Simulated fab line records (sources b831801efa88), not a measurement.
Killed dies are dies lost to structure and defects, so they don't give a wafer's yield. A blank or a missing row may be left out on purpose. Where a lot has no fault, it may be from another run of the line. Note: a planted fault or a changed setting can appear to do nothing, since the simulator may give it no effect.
A single fault, viewed from 2 desks    flow sky130    numbers are kept per desk, each desk with only its own; the story behind them comes last

## METROLOGY DESK
Means of the sampled wafers that have a number, per lot and without regard to the tool the lot ran on: this is what the gauges read. A lot is out of limits, marked OUT, if its mean lies more than 4 standard deviations from the usual mean; the brackets give that distance.
Columns: A = GATE_OXIDE_OVL at SKY_GATE_OXIDE_OVL_MEAS_10, usual 0.2 nm; B = cd nm at SKY_POLY_GATE_CD_MEAS_13, usual 150.4 nm; C = cd nm at SKY_POLY_GATE_CD_MEAS_22, usual 150.8 nm
lot   first seen here  A     B      C
L402  day 13 14:41     1.8   150.7  152.2
L406  day 15 06:04     0.2   149.7  150.1
L408  day 15 23:25     0.0   149.4  151.4
L409  day 16 12:32     -0.3  150.7  149.6
L410  day 16 13:56     -0.6  149.9  151.5
L411  day 17 02:11     -1.1  150.1  151.8
L413  day 17 14:25     -0.7  149.2  150.0
L412  day 17 14:43     2.1   151.8  151.0
L414  day 18 04:22     -1.0  149.3  147.6
L421  day 22 07:49     -0.5  151.0  150.0
L423  day 22 14:17     -2.5  150.0  150.7
L422  day 22 14:34     0.9   150.8  151.4
Finding of this desk: none of the 12 lots has anything out of limits.

## AT THE TOOL OWNER'S DESK: implanter-01
The tool's own readings at SKY_LDD_N_IMPLANT_09, given as means over the sampled wafers that have a number, one for each lot that went through this tool. A lot is out of limits, marked OUT, if its mean lies more than 4 standard deviations from the usual mean; the brackets give that distance.
Columns: A = beam energy keV at SKY_LDD_N_IMPLANT_09, usual 19.999; B = dose ions cm2 at SKY_LDD_N_IMPLANT_09, usual 7.5e+13; C = faraday current uA at SKY_LDD_N_IMPLANT_09, usual 422
lot   first seen here  A       B                          C
L408  day 20 00:08     19.999  7.5e+13                    424
L410  day 20 15:37     20.001  7.5e+13                    426
L411  day 21 06:10     20.002  7.5e+13                    422
L412  day 21 21:43     20.000  5.5e+13 (-99 or more) OUT  310 (-13) OUT
L414  day 22 06:52     19.997  5.4e+13 (-99 or more) OUT  309 (-14) OUT
L421  day 26 10:21     19.992  7.5e+13                    421
L422  day 26 16:19     20.006  7.5e+13                    425
Finding of this desk: L412, L414 out of limits; the first was L412 at day 21 21:43, on dose ions cm2 at SKY_LDD_N_IMPLANT_09. In limits: L408, L410, L411, L421, L422.

## ALL TOGETHER
At day 21 21:43, on L412, L414, the tool owner's desk was in a position to raise an alarm.
Nothing out of limits was seen by the metrology desk.
The metrology desk has L412, L414 on record, within its limits.
Of the lots named, all ran SKY_LDD_N_IMPLANT_09 on implanter-01.

## WHAT WAS PUT IN BY THE SIMULATOR
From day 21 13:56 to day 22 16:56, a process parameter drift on implanter-01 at SKY_LDD_N_IMPLANT_09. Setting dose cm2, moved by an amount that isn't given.
Struck lots among those shown: L412, L414.
Hours from the fault's start to each desk's first reading out of limits: the tool owner's desk, 8.
